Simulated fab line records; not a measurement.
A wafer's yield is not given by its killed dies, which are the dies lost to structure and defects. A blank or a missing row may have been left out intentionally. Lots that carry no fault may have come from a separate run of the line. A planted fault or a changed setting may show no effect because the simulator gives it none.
2 desks looking at one fault    flow sky130    what lay behind the numbers comes last; until then each desk has only its own

## DESK OF THE TOOL OWNER: hdpcvd-01
The tool's own readings at SKY_VIA4_HDPCVD_00 (deposits SiO2, target thk 1750 nm, time 291.7 s): means of the sampled wafers that have a number, for each lot that ran on this tool. If a lot's mean is further than 4 standard deviations from the usual mean, the lot is out of limits and carries the mark OUT (the distance appears in the brackets).
Columns: A = pressureMtorr at SKY_VIA4_HDPCVD_00, usual 6.001 mTorr; B = sih4FlowSccm at SKY_VIA4_HDPCVD_00, usual 59.99 sccm
lot   first seen here  A      B
L614  day 42 10:30     6.007  59.86
L619  day 43 14:11     6.011  60.01
L622  day 44 08:18     5.980  59.86
L626  day 45 08:56     6.005  59.94
L629  day 46 03:10     5.999  90.02 (+99 or more) OUT
L630  day 46 08:22     6.008  90.06 (+99 or more) OUT
L631  day 46 12:25     6.007  90.01 (+99 or more) OUT
This desk's finding: out of limits on L629, L630, L631; first on L629, day 46 03:10 (sih4FlowSccm at SKY_VIA4_HDPCVD_00). In limits: L614, L619, L622, L626.

## FROM THE METROLOGY DESK
Means of the sampled wafers that have a number, per lot and without regard to the tool the lot ran on: this is what the gauges read. If a lot's mean is further than 4 standard deviations from the usual mean, the lot is out of limits and carries the mark OUT (the distance appears in the brackets).
Columns: A = VIA4_HDPCVD_THK at SKY_VIA4_THK_MEAS_01, usual 1764 nm
lot   first seen here  A
L614  day 42 10:41     1783
L619  day 43 14:23     1765
L620  day 43 20:43     1771
L622  day 44 08:29     1770
L626  day 45 09:07     1781
L629  day 46 03:21     2632 (+38) OUT
L630  day 46 08:33     2639 (+38) OUT
L631  day 46 12:36     2675 (+40) OUT
L632  day 46 23:28     1745
L636  day 47 18:36     1742
Finding of this desk: L629, L630, L631 out of limits, first seen on L629 at day 46 03:21 (VIA4_HDPCVD_THK at SKY_VIA4_THK_MEAS_01). In limits: L614, L619, L620, L622, L626, L632, L636.

## PUT TOGETHER
The tool owner's desk had the chance to raise an alarm at day 46 03:10 on L629, L630, L631.
L629, L630, L631 would have let the metrology desk raise an alarm at day 46 03:21.
Every lot named ran SKY_VIA4_HDPCVD_00 on hdpcvd-01.

## WHAT THE SIMULATOR PUT IN
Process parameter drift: hdpcvd-01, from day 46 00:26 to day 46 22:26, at SKY_VIA4_HDPCVD_00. Setting sih4FlowSccm, moved by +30, from 60. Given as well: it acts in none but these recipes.
Lots struck among those shown: L629, L630, L631.
Delay (hours) between the fault's onset and each desk's first out-of-limits reading: 3 at the tool owner's desk, 3 at the metrology desk.
